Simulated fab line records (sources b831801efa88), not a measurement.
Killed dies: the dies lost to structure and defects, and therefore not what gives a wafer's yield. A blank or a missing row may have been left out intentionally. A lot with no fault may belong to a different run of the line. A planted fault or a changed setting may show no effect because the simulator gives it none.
fab line records -- flow gf180mcu
record: lots: 6, wafers: 18, last-day: 34
route steps=602 shown V2@382
lots with no fault: from the same line, run without faults
start-h: hours from the record's first day to the start of the lot's first wafer shown -- wait-h: hours elapsed since this lot's preceding step -- " repeats the value in the row above -- L1.1+2: one row covering several wafers at once -- - no value present, or no start provided -- * or withheld: withheld -- < > ~ a bound
route shown NAME@n: a module of which the file shows steps, and the number in the route of the first -- usual: mean/standard deviation of fault-free wafers -- same: alike in all rows -- chamber/n: place in a boat -- sites: per-site readings -- _std_site: how widely they spread, as a standard deviation -- _edge_site: inner sites' mean taken away from outer sites' mean -- radius-mm: how far each site lies from the wafer's centre -- mask NAME#n: copy n -- behind: the most recent tool/chamber to have shaped the wafer -- hold: the reason the lot was held/the length of the hold in hours/how it ended -- device: whichever transistor did not switch (one of n, p or np) -- end of line: the tests these same wafers got at the end of their route -- step lacking rows: just its recipe -- killed: dies that structure and defects cost at the first sort, which is not the same as the wafer's yield -- map: shows each die of a wafer: x if killed, . if not, _ if none is there
set.NAME: the setting the step ran with; set.NAME@STEP: the setting that earlier step ran with -- model.NAME: the simulator's own value behind a step, which no gauge read
a table for each step, a row for each wafer; lots at some steps of the route
services: a tool's chamber out of use, with start hour (start-h, from the record's first day; less than 0 if before it), hours out, and reason
== steps ==
step: GF_V2_CVD_00
recipe: material: SiO2, target-thk-nm: 600, sigma-open-frac: 0.3, temp-c: 400, time-s: 100, sih4-flow-sccm: 60, pressure-mtorr: 6
step: GF_V2_THK_MEAS_01
recipe: reads: SiO2_of_V2_CVD_00
usual: V2_CVD_00_THK: 599/6.2
lot.wafer,tool,chamber,start-h,wait-h,V2_CVD_00_THK[nm]
L977.1,film-metro-04,-,517.50,0.0,605
L977.4,film-metro-04,-,517.50,0.0,604
L977.5,film-metro-04,-,517.50,0.0,598
L980.2,film-metro-04,-,548.36,0.0,609
L980.3,film-metro-04,-,548.36,0.0,604
L980.5,film-metro-04,-,548.36,0.0,601
L981.1,film-metro-03,-,561.84,0.0,595
L981.3,film-metro-03,-,561.84,0.0,595
L981.5,film-metro-03,-,561.84,0.0,592
L983.2,film-metro-04,-,576.83,0.0,603
L983.4,film-metro-04,-,576.83,0.0,600
L983.5,film-metro-04,-,576.83,0.0,591
L989.1,film-metro-01,-,614.38,0.0,598
L989.5,film-metro-01,-,614.38,0.0,601
L989.6,film-metro-01,-,614.38,0.0,603
L991.3,film-metro-04,-,626.44,0.1,598
L991.5,film-metro-04,-,626.44,0.1,600
L991.6,film-metro-04,-,626.44,0.1,602
step: GF_V2_CVD_02
recipe: material: SiO2, target-thk-nm: 850, precursor: TEOS, temp-c: 400, time-s: 94.851, rf-w: 600
usual: heater-power-w: 673/96
lot.wafer,tool,chamber,start-h,wait-h,heater-power-w
L977.1,pecvd-02,0,517.56,0.1,720
L977.4,pecvd-02,2,517.56,0.1,432
L977.5,pecvd-02,1,517.56,0.1,577
L980.2,pecvd-04,0,548.41,0.0,631
L980.3,pecvd-04,2,548.41,0.0,749
L980.5,pecvd-04,0,548.41,0.0,497
L981.1,pecvd-03,1,561.90,0.1,624
L981.3,pecvd-03,0,561.90,0.1,736
L981.5,pecvd-03,1,561.90,0.1,678
L983.2,pecvd-03,1,576.88,0.0,650
L983.4,pecvd-03,2,576.88,0.0,714
L983.5,pecvd-03,0,576.88,0.0,797
L989.1,pecvd-02,2,614.44,0.1,492
L989.5,pecvd-02,0,614.44,0.1,689
L989.6,pecvd-02,2,614.44,0.1,537
L991.3,pecvd-03,0,626.48,0.0,746
L991.5,pecvd-03,1,626.48,0.0,568
L991.6,pecvd-03,0,626.48,0.0,771
step: GF_V2_THK_MEAS_03
recipe: reads: SiO2_of_V2_CVD_02
usual: V2_CVD_02_THK: 850/9.9
lot.wafer,tool,chamber,start-h,wait-h,V2_CVD_02_THK[nm]
L977.1,film-metro-01,-,517.63,0.0,848
L977.4,film-metro-01,-,517.63,0.0,860
L977.5,film-metro-01,-,517.63,0.0,854
L980.2,film-metro-01,-,548.48,0.0,848
L980.3,film-metro-01,-,548.48,0.0,849
L980.5,film-metro-01,-,548.48,0.0,852
L981.1,film-metro-01,-,561.97,0.0,849
L981.3,film-metro-01,-,561.97,0.0,840
L981.5,film-metro-01,-,561.97,0.0,856
L983.2,film-metro-01,-,576.96,0.0,846
L983.4,film-metro-01,-,576.96,0.0,880
L983.5,film-metro-01,-,576.96,0.0,857
L989.1,film-metro-04,-,614.51,0.0,852
L989.5,film-metro-04,-,614.51,0.0,852
L989.6,film-metro-04,-,614.51,0.0,862
L991.3,film-metro-03,-,626.57,0.1,847
L991.5,film-metro-03,-,626.57,0.1,856
L991.6,film-metro-03,-,626.57,0.1,853
step: GF_V2_CMP_04
recipe: material: SiO2, down-force-psi: 4, platen-rpm: 60, pad-velocity-m-s: 0.94248
usual: motor-current-A: 11.8/0.84, time-to-endpoint-s: 80/4.7
lot.wafer,tool,chamber,start-h,wait-h,motor-current-A,time-to-endpoint-s
L977.4,cmp-01,2,517.74,0.1,12.2,80
L977.1,cmp-01,0,517.74,0.1,11.2,78
L977.5,cmp-01,2,517.74,0.1,13.3,80
L980.3,cmp-01,2,548.71,0.2,12.7,82
L980.2,cmp-01,3,548.71,0.2,11.3,73
L980.5,cmp-01,3,548.71,0.2,11.4,76
L981.3,cmp-01,0,562.03,0.0,11.1,76
L981.1,cmp-01,3,562.03,0.0,11.4,77
L981.5,cmp-01,0,562.03,0.0,10.6,83
L983.2,cmp-01,1,577.06,0.1,11.4,78
L983.4,cmp-01,2,577.06,0.1,12.9,93
L983.5,cmp-01,0,577.06,0.1,10.8,82
L989.1,cmp-02,3,614.57,0.1,10.9,78
L989.6,cmp-02,3,614.57,0.1,10.4,83
L989.5,cmp-02,0,614.57,0.1,12.0,78
L991.3,cmp-02,2,626.71,0.1,11.6,74
L991.6,cmp-02,0,626.71,0.1,12.4,78
L991.5,cmp-02,1,626.71,0.1,12.9,79
step: GF_V2_BOW_MEAS_05
recipe: mode: bow
usual: V2_BOW: 98/8.8
lot.wafer,tool,chamber,start-h,wait-h,V2_BOW[um]
L977.1,film-metro-03,-,517.99,0.1,112
L977.4,film-metro-03,-,517.99,0.1,104
L977.5,film-metro-03,-,517.99,0.1,106
L980.2,film-metro-04,-,549.03,0.2,100
L980.3,film-metro-04,-,549.03,0.2,111
L980.5,film-metro-04,-,549.03,0.2,112
L981.1,film-metro-01,-,562.33,0.1,103
L981.3,film-metro-01,-,562.33,0.1,91
L981.5,film-metro-01,-,562.33,0.1,95
L983.2,film-metro-01,-,577.33,0.2,92
L983.4,film-metro-01,-,577.33,0.2,71
L983.5,film-metro-01,-,577.33,0.2,80
L989.1,film-metro-03,-,614.87,0.2,90
L989.5,film-metro-03,-,614.87,0.2,110
L989.6,film-metro-03,-,614.87,0.2,102
L991.3,film-metro-04,-,626.95,0.2,92
L991.5,film-metro-04,-,626.95,0.2,102
L991.6,film-metro-04,-,626.95,0.2,96
step: GF_V2_DEHYDRATE_06
recipe: temp-c: 200, time-s: 60
step: GF_V2_HMDS_07
recipe: prime-time-s: 60, prime-temp-c: 120
step: GF_V2_COAT_08
recipe: resist: BARC, temp-c: withheld, time-s: withheld, spin-rpm: withheld, resist-thk-nm: withheld
step: GF_V2_COAT_09
recipe: resist: KrF, spin-rpm: withheld, resist-thk-nm: 989.2
step: GF_V2_SOFTBAKE_10
recipe: temp-c: 130, time-s: 60, resist: KrF
step: GF_V2_EXPOSE_11
recipe: mask-id: Via2, target-cd-nm: 260, na: 0.68, source-shape: conventional, sigma-outer: 0.6, dose-mj: 38
step: GF_V2_PEB_12
recipe: peb-temp-c: 135, peb-time-s: 90, resist: KrF
usual: chill-plate-temp-C: 23.01/0.11, exhaust-pa: 44.8/0.92
lot.wafer,tool,chamber,start-h,wait-h,chill-plate-temp-C,exhaust-pa
L977.1,litho-track-01,0,540.30,-,23.04,46.3
L977.4,litho-track-01,0,540.30,-,22.94,46.0
L977.5,litho-track-01,0,540.30,-,23.02,44.5
L980.2,litho-track-03,-,571.00,-,-,-
L980.3,litho-track-03,-,571.00,-,-,-
L980.5,litho-track-03,-,571.00,-,-,-
L981.1,litho-track-03,-,584.22,-,-,-
L981.3,litho-track-03,-,584.22,-,-,-
L981.5,litho-track-03,-,584.22,-,-,-
L983.2,litho-track-03,0,598.30,-,23.18,44.4
L983.4,litho-track-03,0,598.30,-,23.28,44.6
L983.5,litho-track-03,0,598.30,-,23.28,42.9
L989.1,litho-track-03,0,634.72,-,23.08,44.2
L989.5,litho-track-03,0,634.72,-,23.06,43.9
L989.6,litho-track-03,0,634.72,-,23.07,43.8
L991.3,litho-track-02,0,647.16,-,23.02,44.5
L991.5,litho-track-02,0,647.16,-,23.11,43.8
L991.6,litho-track-02,0,647.16,-,23.12,44.1
step: GF_V2_DEVELOP_13
recipe: develop-time-s: 60, resist: KrF, dev-temp-c: 21
== services ==
tool,chamber,start-h,hours,kind
cmp-02,-,494.01,0.5,repair
cmp-01,-,495.14,1.4,repair
cmp-02,-,499.93,7.0,pm
pecvd-02,-,505.05,1.7,repair
pecvd-04,1,507.81,35.6,repair
cmp-01,-,511.02,5.8,repair
cmp-02,-,516.81,4.7,pm
pecvd-03,-,516.94,2.8,pm
pecvd-04,-,548.91,4.3,pm
pecvd-02,-,551.31,3.8,repair
cmp-02,-,572.13,4.0,pm
cmp-02,-,576.13,-,consumable-replace:conditioner
cmp-02,-,576.13,-,consumable-replace:pad
pecvd-02,-,590.27,5.5,pm
pecvd-02,-,595.73,14.0,pm
pecvd-02,0,595.73,14.0,vent-cycle
pecvd-02,1,595.73,14.0,vent-cycle
pecvd-02,2,595.73,14.0,vent-cycle
pecvd-02,0,609.73,-,clean
pecvd-02,1,609.73,-,clean
pecvd-02,2,609.73,-,clean
cmp-01,-,625.23,10.2,pm
== key ==
first-sign: step: GF_V2_PEB_12, reading: tool-record, direction: missing
effect none on later readings
met-at GF_V2_PEB_12
struck-wafers L980.2,L980.3,L980.5,L981.1,L981.3,L981.5
later-rows-left-out L980.2,L980.3,L980.5,L981.1,L981.3,L981.5
sort-left-out L980.2,L980.3,L980.5,L981.1,L981.3,L981.5
fault: kind: skipped-step-whole, tool: litho-track-03, chamber: -, onset-h: 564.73, steps: GF_V2_PEB_12, scope: struck-lots-only
sort-left-out: the simulated sort isn't trusted on such a fault, so these wafers' sort isn't shown, and their yield isn't known
later-rows-left-out: the simulator's readings of these wafers behind a module that went badly wrong aren't trusted and aren't shown, but for the sort
